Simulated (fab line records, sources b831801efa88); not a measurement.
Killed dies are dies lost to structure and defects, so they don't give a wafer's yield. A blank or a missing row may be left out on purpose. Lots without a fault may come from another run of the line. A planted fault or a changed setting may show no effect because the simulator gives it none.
One fault seen from 2 desks | flow sky130 | each desk has only its own numbers; what lay behind them comes last

THE METROLOGY DESK
What the gauges read, lot by lot, whatever tool the lot ran on: means of the sampled wafers that have a number. A lot is out of limits, marked OUT, if its mean lies more than 4 standard deviations from the usual mean; the brackets give that distance.
Columns: A = INCOMING_BOW at SKY_FIELD_ISO_BOW_MEAS_00, usual 0 um; B = FIELD_ISO_OXIDATION_01_THK at SKY_FIELD_ISO_THK_MEAS_23, usual 10.08 nm
lot  | first seen here | A  | B
L559 | day 1 15:02     | -1 | 10.13
L560 | day 1 20:00     | 3  | 5.70 (-24) OUT
L561 | day 2 01:00     | 3  | 5.99 (-23) OUT
L563 | day 2 11:00     | 3  | 9.96
L572 | day 4 08:02     | 4  | 9.80
L573 | day 4 13:00     | 9  | 10.47
L574 | day 4 18:00     | 3  | 10.03
L576 | day 5 04:04     | -6 | 10.11
L578 | day 5 14:02     | -4 | 10.12
L579 | day 5 19:00     | -4 | 10.01
L580 | day 6 00:00     | 1  | 9.76
This desk's finding: out of limits on L560, L561; first on L560, day 2 20:27 (FIELD_ISO_OXIDATION_01_THK at SKY_FIELD_ISO_THK_MEAS_23). In limits: L559, L563, L572, L573, L574, L576, L578, L579, L580.

THE TOOL OWNER'S DESK: furnace-01
The tool's own readings at SKY_FIELD_ISO_OXIDATION_22 (stabilise 600 s, purge 300 s, target thk 10 nm): means of the sampled wafers that have a number, for each lot that ran on this tool. A lot is out of limits, marked OUT, if its mean lies more than 4 standard deviations from the usual mean; the brackets give that distance. Of its 9 readings 7 are shown: the one that was out of limits first, and those that lie furthest out on some lot.
Columns: A = spike_tc_bottom_C at SKY_FIELD_ISO_OXIDATION_22, usual 964.8 C; B = spike_tc_centre_C at SKY_FIELD_ISO_OXIDATION_22, usual 951.1 C; C = spike_tc_lower_C at SKY_FIELD_ISO_OXIDATION_22, usual 950.7 C; D = spike_tc_top_C at SKY_FIELD_ISO_OXIDATION_22, usual 960.3 C; E = spike_tc_upper_C at SKY_FIELD_ISO_OXIDATION_22, usual 950.7 C; F = tube_center_temp_C at SKY_FIELD_ISO_OXIDATION_22, usual 950 C; G = tube_center_temp_C_max at SKY_FIELD_ISO_OXIDATION_22, usual 952.5
lot  | first seen here | A               | B               | C               | D               | E               | F                     | G
L559 | day 2 12:03     | 963.1           | 950.5           | 951.0           | 957.8           | 947.7           | 950                   | 952.6
L560 | day 2 19:16     | 915.7 (-41) OUT | 903.5 (-43) OUT | 903.3 (-43) OUT | 911.2 (-29) OUT | 900.4 (-28) OUT | 903 (-99 or more) OUT | 905.5 (-99 or more) OUT
L561 | day 2 21:50     | 916.3 (-40) OUT | 902.1 (-45) OUT | 904.3 (-42) OUT | 910.9 (-29) OUT | 901.1 (-28) OUT | 903 (-99 or more) OUT | 905.1 (-99 or more) OUT
L580 | day 7 05:36     | 962.0           | 950.5           | 950.9           | 957.7           | 947.8           | 950                   | 952.6
This desk's finding: out of limits on L560, L561; first on L560, day 2 19:16 (spike_tc_bottom_C at SKY_FIELD_ISO_OXIDATION_22). In limits: L559, L580.

PUT TOGETHER
The tool owner's desk could have raised an alarm at day 2 19:16, on L560, L561.
The metrology desk could have raised an alarm at day 2 20:27, on L560, L561.
Of the lots named, all ran SKY_FIELD_ISO_OXIDATION_22 on furnace-01.

WHAT THE SIMULATOR HAD PUT IN
Process parameter drift: furnace-01, from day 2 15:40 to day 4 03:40, at SKY_FIELD_ISO_OXIDATION_22. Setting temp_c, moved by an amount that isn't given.
Lots struck among those shown: L560, L561.
Hours from the fault's start to each desk's first reading out of limits: the tool owner's desk, 4; the metrology desk, 5.
